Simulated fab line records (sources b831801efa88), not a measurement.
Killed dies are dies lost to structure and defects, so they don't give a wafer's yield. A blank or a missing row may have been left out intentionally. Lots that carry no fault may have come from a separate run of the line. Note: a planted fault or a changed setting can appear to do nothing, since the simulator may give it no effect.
Chamber matching :: flow sky130 :: SKY_CONTACT_CMP_04 on cmp-01 has 4 sister chambers
The step polishes SiO2. 4 wafers are shown with their chamber, then 12 later ones without.

EACH WAFER AND ITS CHAMBER
wafer: L083.4
chamber: 1
motor_current_A (A): 12.8

wafer: L083.6
chamber: 3
motor_current_A (A): 9.7

wafer: L084.3
chamber: 0
motor_current_A (A): 14.4

wafer: L084.5
chamber: 2
motor_current_A (A): 10.8

WAFERS MISSING THEIR CHAMBER
wafer: L089.1
motor_current_A (A): 11.6

wafer: L089.3
motor_current_A (A): 15.6

wafer: L089.6
motor_current_A (A): 15.1

wafer: L092.1
motor_current_A (A): 9.8

wafer: L092.4
motor_current_A (A): 15.3

wafer: L092.6
motor_current_A (A): 12.9

wafer: L093.1
motor_current_A (A): 10.5

wafer: L093.3
motor_current_A (A): 11.7

wafer: L093.6
motor_current_A (A): 10.4

wafer: L094.2
motor_current_A (A): 10.0

wafer: L094.3
motor_current_A (A): 15.0

wafer: L094.5
motor_current_A (A): 13.3

EACH ONE'S CHAMBER
wafer: L089.1
from the rows above: can't be placed: 2 or 1 or 3
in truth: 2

wafer: L089.3
from the rows above: 0
in truth: 0

wafer: L089.6
from the rows above: 0
in truth: 0

wafer: L092.1
from the rows above: can't be placed: 3 or 2
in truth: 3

wafer: L092.4
from the rows above: 0
in truth: 0

wafer: L092.6
from the rows above: 1
in truth: 1

wafer: L093.1
from the rows above: can't be placed: 2 or 3
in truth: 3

wafer: L093.3
from the rows above: can't be placed: 2 or 1 or 3
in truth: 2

wafer: L093.6
from the rows above: can't be placed: 2 or 3
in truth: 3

wafer: L094.2
from the rows above: can't be placed: 3 or 2
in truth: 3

wafer: L094.3
from the rows above: 0
in truth: 0

wafer: L094.5
from the rows above: can't be placed: 1 or 0
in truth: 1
5 of 12 placed correctly. From these rows, 7 cannot be placed; in 7 the true chamber is one of the candidates. 0 placed wrongly.
How it was worked out, from the rows above alone: a wafer's distance from a chamber is the root of the sum, over the readings, of the square of ((its reading less the chamber's mean) divided by the reading's scatter). The wafer belongs to the nearest chamber; if the next one is less than 2 further off, it can't be placed. The mean given for a chamber averages the wafers shown for that chamber. The scatter: root of mean squared gap, hidden wafer to nearest shown wafer, with one shown wafer a chamber.
